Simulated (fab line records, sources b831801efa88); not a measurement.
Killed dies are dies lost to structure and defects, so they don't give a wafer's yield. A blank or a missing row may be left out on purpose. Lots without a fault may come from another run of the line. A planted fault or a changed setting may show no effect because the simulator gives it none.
A struck lot beside a sound one | flow sfq_line | 26 steps out of a route of 325
Sound: wafers L747.2, L747.3, L747.5. Struck: wafer L752.3. (L752.1, L752.2 of the same lot were not struck and are left out.) The cause comes at the end.
At each step with rows: each side's tool, then ch and its chambers, then its first start. Under that, the readings that differ: sound wafers | struck wafers | difference of the means | sigmas: that difference in standard deviations of wafers without a fault.
alike: readings whose means differ by less than 2 such deviations, and words and numbers that are the same on both sides. not compared: withheld readings, readings that some wafer has no value for, bounds like >300 that may hide the same value, and numbers for which the record gives no deviation and whose values overlap.
The two part at a step that has a row with sigmas, a row that says differs or no value, or rows on one side only. Numbers that don't overlap but have no deviation are shown without sigmas and don't part them. A reading that every wafer of one side lacks parts them only if that side has two wafers or more.

SFQ_L0_RS_MEAS_901: measures by four-point-probe.
  sound on film_metro-02, day 2 13:35; struck on film_metro-04, day 3 14:34
  alike: L0_MONX_KI_RS
SFQ_L0_THK_MEAS_902: measures by xrf.
  sound on film_metro-02, day 2 13:41; struck on film_metro-04, day 3 14:41
  reading             | sound          | struck | difference | sigmas
  L0_MONX_KI_THK (nm) | 40.4 40.4 40.0 | 39.2   | -1.1       | -2
then, 6 steps without rows for these wafers: SFQ_TRILAYER_L0_LITHO_COAT_010 (resist thk 62 nm); SFQ_TRILAYER_L0_LITHO_COAT_005 (resist thk 600 nm); SFQ_TRILAYER_L0_LITHO_SOFTBAKE_009; SFQ_TRILAYER_L0_LITHO_EXPOSE_006 (exposes mask L0, target cd 2000 nm); SFQ_TRILAYER_L0_LITHO_PEB_008 (peb time 60 s); SFQ_TRILAYER_L0_LITHO_DEVELOP_007 (time 60 s).
SFQ_TRILAYER_L0_BARC_OPEN_METAL_ETCH_010: etches BARC in O2, target depth 125 nm, time 41.7 s.
  sound on rie_metal-01 ch 0, day 3 07:59; struck on rie_metal-04 ch 1, day 4 05:17
  alike: drypump_motor_current_A, oes_product_au, rf_fwd_power_W
  not compared: rf_hours_counter_h
SFQ_TRILAYER_L0_ETCH_METAL_ETCH_008: etches MoNx KI in SF6/O2, stops on SiO2, target depth 50 nm, time 25 s.
  sound on rie_metal-01 ch 0, day 3 08:06; struck on rie_metal-04 ch 1, day 4 05:21
  reading            | sound             | struck | difference | sigmas
  rf_fwd_power_W (W) | 593.7 592.3 594.0 | 588.1  | -5.2       | -2
  alike: drypump_motor_current_A, oes_product_au
  not compared: rf_hours_counter_h
then, 2 steps without rows for these wafers: SFQ_TRILAYER_L0_STRIP_STRIP_009 (strips in O2); SFQ_TRILAYER_L0_STRIP_SOLV_CLEAN_010 (cleans in NMP, time 600 s).
SFQ_TRILAYER_L0_CAP_PECVD_011: deposits SiO2 from SiH4/N2O, time 13.333 s, target thk 60 nm.
  sound on pecvd-01 ch 0,2, day 3 09:33; struck on pecvd-01 ch 0, day 4 06:10
  reading                                             | sound             | struck | difference | sigmas
  model.SiO2_of_TRILAYER_L0_CAP_PECVD_011.thk_nm (nm) | 58.89 59.13 60.41 | 52.2   | -7.3       |
  alike: heater_power_w, rf_fwd_power_W, susceptor_temp_C, throttle_valve_pct
  not compared: since_wet_clean_h
then, 6 steps without rows for these wafers: SFQ_TRILAYER_L0_VIA_LITHO_COAT_018 (resist thk 62 nm); SFQ_TRILAYER_L0_VIA_LITHO_COAT_013 (resist thk 650 nm); SFQ_TRILAYER_L0_VIA_LITHO_SOFTBAKE_017; SFQ_TRILAYER_L0_VIA_LITHO_EXPOSE_014 (exposes mask L0V, target cd 700 nm); SFQ_TRILAYER_L0_VIA_LITHO_PEB_016 (peb time 60 s); SFQ_TRILAYER_L0_VIA_LITHO_DEVELOP_015 (time 60 s).
-- the record jumps here: 3 days lie between the struck wafers' starts before and after --
SFQ_L0V_OVL_MEAS_903:
  sound on overlay-01, day 6 11:16; struck on overlay-01, day 7 10:37
  alike: L0V_OVL
SFQ_TRILAYER_L0_VIA_BARC_OPEN_VIA_ETCH_021: etches BARC in O2, target depth 125 nm, time 41.7 s.
  sound on rie_diel-02 ch 0,1,3, day 6 11:18; struck on rie_diel-02 ch 0, day 7 10:39
  reading               | sound             | struck | difference | sigmas
  oes_product_au (a.u.) | 0.682 0.685 0.686 | 0.699  | +0.015     | +3
  alike: drypump_motor_current_A, rf_fwd_power_W
  not compared: rf_hours_counter_h
SFQ_TRILAYER_L0_VIA_ETCH_VIA_ETCH_016: etches SiO2 in CHF3, stops on MoNx KI, target depth 80 nm.
  sound on rie_diel-02 ch 0,1,3, day 6 11:20; struck on rie_diel-02 ch 0, day 7 10:41
  reading                         | sound             | struck | difference | sigmas
  oes_product_au (a.u.)           | 0.836 0.844 0.845 | 0.778  | -0.064     | -9
  model.etch.depth_nm (nm)        | 58.89 59.13 60.41 | 52.2   | -7.3       |
  model.L0V.feature_depth_nm (nm) | 58.89 59.13 60.41 | 52.2   | -7.3       |
  alike: drypump_motor_current_A, rf_fwd_power_W
SFQ_TRILAYER_L0_VIA_STRIP_STRIP_017: strips in O2.
  sound on rie_metal-03 ch 0,1, day 6 11:23; struck on rie_metal-01 ch 0, day 7 10:44
  alike: drypump_motor_current_A, oes_product_au
  not compared: rf_hours_counter_h
then, 1 step without rows for these wafers: SFQ_TRILAYER_L0_VIA_STRIP_SOLV_CLEAN_018 (cleans in NMP, time 600 s).
SFQ_TRILAYER_M0_DEP_PRE_CLEAN_020: time 15 s.
  sound on pvd_sputter-03, day 6 12:10; struck on pvd_sputter-06, day 7 11:41
  reading                                             | sound             | struck | difference | sigmas
  model.SiO2_of_TRILAYER_L0_CAP_PECVD_011.thk_nm (nm) | 53.89 54.13 55.41 | 47.2   | -7.3       |
SFQ_TRILAYER_M0_DEP_SPUTTER_019: material Nb, target thk 200 nm, time 133.3 s.
  sound on pvd_sputter-03, day 6 12:11; struck on pvd_sputter-06, day 7 11:43
  alike: resputter_cathode_voltage_v, throttle_valve_pct

WHERE THEY PART
First at SFQ_L0_THK_MEAS_902; last, within this record, at SFQ_TRILAYER_L0_VIA_ETCH_VIA_ETCH_016. Later steps at which nothing parts them and some readings are alike: SFQ_TRILAYER_L0_VIA_STRIP_STRIP_017, SFQ_TRILAYER_M0_DEP_SPUTTER_019.

WHY: what the simulator had put in
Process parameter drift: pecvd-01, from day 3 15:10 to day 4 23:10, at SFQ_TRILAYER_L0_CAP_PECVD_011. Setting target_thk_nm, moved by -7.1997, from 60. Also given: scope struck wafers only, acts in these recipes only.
